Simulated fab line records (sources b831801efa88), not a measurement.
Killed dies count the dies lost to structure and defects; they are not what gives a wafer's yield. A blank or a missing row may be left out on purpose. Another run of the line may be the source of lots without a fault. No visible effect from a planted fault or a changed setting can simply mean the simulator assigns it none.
Chamber matching	flow sky130	hdpcvd-02 running SKY_VIA2_HDPCVD_00: 3 sister chambers
The step deposits SiO2, target thk 1180 nm, time 196.7 s. 16 wafers are shown with their chamber, then 8 later ones without.

EACH WAFER AND ITS CHAMBER
wafer	chamber	pressure mtorr (mTorr)	sih4 flow sccm (sccm)
L987.1	1	5.984	60.02
L987.5	0	6.016	60.11
L987.6	1	5.995	59.61
L990.1	0	6.001	59.93
L990.4	2	5.999	60.07
L990.6	0	6.001	59.93
L992.1	1	6.007	60.10
L992.2	0	6.012	60.30
L992.6	0	6.014	59.96
L104.1	2	5.995	60.10
L104.5	2	5.996	60.16
L104.6	0	5.993	60.05
L105.1	1	5.997	59.76
L105.3	2	5.996	60.01
L105.4	2	5.998	59.82
L106.1	1	5.987	60.02

SIGNATURES, as means of the wafers listed above
reading	chamber 0	chamber 1	chamber 2	scatter within a chamber
pressure mtorr	6.00617	5.99400	5.99680	0.00763
sih4 flow sccm	60.0467	59.9020	60.0320	0.163
Rule: a wafer's distance from a chamber is the root of the sum, over the readings, of the square of ((its reading less the chamber's mean) divided by the reading's scatter). The wafer belongs to the nearest chamber; if the next one is less than 2 further off, it can't be placed. The scatter: take each reading less its chamber's mean, square it, sum over the shown wafers, divide by the number of wafers less the number of chambers, and take the root.

WAFERS WHOSE CHAMBER IS MISSING
wafer	pressure mtorr (mTorr)	sih4 flow sccm (sccm)
L106.3	5.996	60.03
L106.6	5.987	60.10
L108.1	6.002	60.15
L108.4	6.013	60.13
L108.5	6.001	60.22
L110.2	6.006	60.04
L110.4	5.991	59.94
L110.6	5.998	59.99

EACH ONE'S CHAMBER
wafer	from the rows above	in truth
L106.3	can't be placed: 2 or 1 or 0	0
L106.6	can't be placed: 2 or 1 or 0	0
L108.1	can't be placed: 0 or 2 or 1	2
L108.4	can't be placed: 0 or 2 or 1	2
L108.5	can't be placed: 0 or 2 or 1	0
L110.2	can't be placed: 0 or 2 or 1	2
L110.4	can't be placed: 1 or 2 or 0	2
L110.6	can't be placed: 2 or 1 or 0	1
Placed correctly: 0 of 8. Can't be placed from these rows: 8 (the true chamber is among the candidates in 8). Wrongly placed: 0.
